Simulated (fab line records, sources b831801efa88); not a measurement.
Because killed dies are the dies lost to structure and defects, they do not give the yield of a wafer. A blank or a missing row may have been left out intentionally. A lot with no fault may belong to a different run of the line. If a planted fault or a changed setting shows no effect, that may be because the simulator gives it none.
A struck lot beside a sound one -- flow sfqLine -- 15 out of 325 route steps
Sound: wafers L490.1, L490.2, L490.6. Struck: wafer L498.4; the same lot's L498.2 was not struck, so it is left out; see the end for the cause.
At each step with rows: each side's tool, then ch and its chambers, then its first start. Under that, the readings that differ: sound wafers -- struck wafers -- difference of the means -- sigmas: that difference in standard deviations of wafers without a fault.
alike: words and numbers the same on both sides, and readings whose means are apart by under 2 such deviations; not compared: readings that were withheld, readings missing a value for some wafer, numbers with overlapping values and no deviation given by the record, and bounds like >300 which may hide the same value.
The two part at a step that has a row with sigmas, a row that says differs or no value, or rows on one side only. Numbers that don't overlap but have no deviation are shown without sigmas and don't part them. Lack of a reading on every wafer of one side parts them only where that side has two or more wafers.

first, 1 step without rows for these wafers: SFQ_TRILAYER_M1_STRIP_SOLV_CLEAN_044 (cleans in NMP, time 600 s).
SFQ_TRILAYER_I1_DEP_PECVD_045: deposits SiO2 from SiH4/N2O, time 111.11 s, target thk 500 nm.
  sound on pecvd-04 ch 1,2, day 26 09:29; struck on pecvd-02 ch 1, day 27 07:20
  alike: chamberPressureTorr, heaterPowerW, throttleValvePct
SFQ_TRILAYER_I1_CMP_CMP_046: polishes SiO2.
  sound on cmp-02 ch 0,1,3, day 26 12:47; struck on cmp-02 ch 1, day 27 09:39
  alike: motorCurrentA, slurryFlowMlMin, timeToEndpointS
SFQ_I1_BOW_MEAS_912:
  sound: filmMetro-04 at day 26 14:47; struck: filmMetro-04 at day 27 12:40
reading,sound,struck,difference,sigmas
I1_BOW (um),-11 0 -1,15,+19,+3
SFQ_TRILAYER_I1_METRO_MEASURE_047:
  sound: filmMetro-04 at day 26 14:54; struck: filmMetro-04 at day 27 12:58
  alike: thkNm
then, 6 steps without rows for these wafers: SFQ_TRILAYER_I1_VIA_LITHO_COAT_054 (resist thk 62 nm); SFQ_TRILAYER_I1_VIA_LITHO_COAT_049 (resist thk 650 nm); SFQ_TRILAYER_I1_VIA_LITHO_SOFTBAKE_053; SFQ_TRILAYER_I1_VIA_LITHO_EXPOSE_050 (exposes mask I1, target cd 500 nm); SFQ_TRILAYER_I1_VIA_LITHO_PEB_052 (peb time 60 s); SFQ_TRILAYER_I1_VIA_LITHO_DEVELOP_051 (time 60 s).
-- the record jumps here: 7 days lie between the struck wafers' starts before and after --
SFQ_I1_OVL_MEAS_913:
  sound: overlay-01 at day 33 09:28; struck: overlay-02 at day 34 02:23
reading,sound,struck,difference,sigmas
I1_OVL (nm),-5 -2 0,-15,-13,-2
SFQ_TRILAYER_I1_VIA_BARC_OPEN_VIA_ETCH_071: etches BARC in O2, target depth 125 nm, time 41.7 s.
  sound on rieDiel-04 ch 1,2,3, day 33 09:30; struck on rieDiel-04 ch 2, day 34 02:25
reading,sound,struck,difference,sigmas
oesProductAu (a.u.),0.685 0.677 0.688,0.631,-0.052,-10
runLengthS (s),70.3 69.4 70.7,78.8,+8.7,+23
model.KrF_of_TRILAYER_I1_VIA_LITHO_COAT_049.thkNm (nm),570.1 570.3 570.8,561.5,-8.9,
  alike: drypumpMotorCurrentA
  not compared: rfHoursCounterH
SFQ_TRILAYER_I1_VIA_ETCH_VIA_ETCH_052: etches SiO2 in CHF3, stops on Nb, target depth 260 nm.
  sound on rieDiel-04 ch 1,2,3, day 33 09:32; struck on rieDiel-04 ch 2, day 34 02:28
reading,sound,struck,difference,sigmas
model.KrF_of_TRILAYER_I1_VIA_LITHO_COAT_049.thkNm (nm),525.7 525.2 525.9,515.8,-9.8,
  alike: drypumpMotorCurrentA, oesProductAu
SFQ_TRILAYER_I1_VIA_STRIP_STRIP_053: strips in O2.
  sound on rieMetal-01 ch 0,1, day 33 09:39; struck on rieMetal-03 ch 1, day 34 02:35
  alike: drypumpMotorCurrentA, oesProductAu
  not compared: rfHoursCounterH

WHERE THEY PART
First at SFQ_I1_BOW_MEAS_912; last, within this record, at SFQ_TRILAYER_I1_VIA_BARC_OPEN_VIA_ETCH_071. Later steps at which nothing parts them and some readings are alike: SFQ_TRILAYER_I1_VIA_ETCH_VIA_ETCH_052, SFQ_TRILAYER_I1_VIA_STRIP_STRIP_053.

WHY: the cause the simulator had injected
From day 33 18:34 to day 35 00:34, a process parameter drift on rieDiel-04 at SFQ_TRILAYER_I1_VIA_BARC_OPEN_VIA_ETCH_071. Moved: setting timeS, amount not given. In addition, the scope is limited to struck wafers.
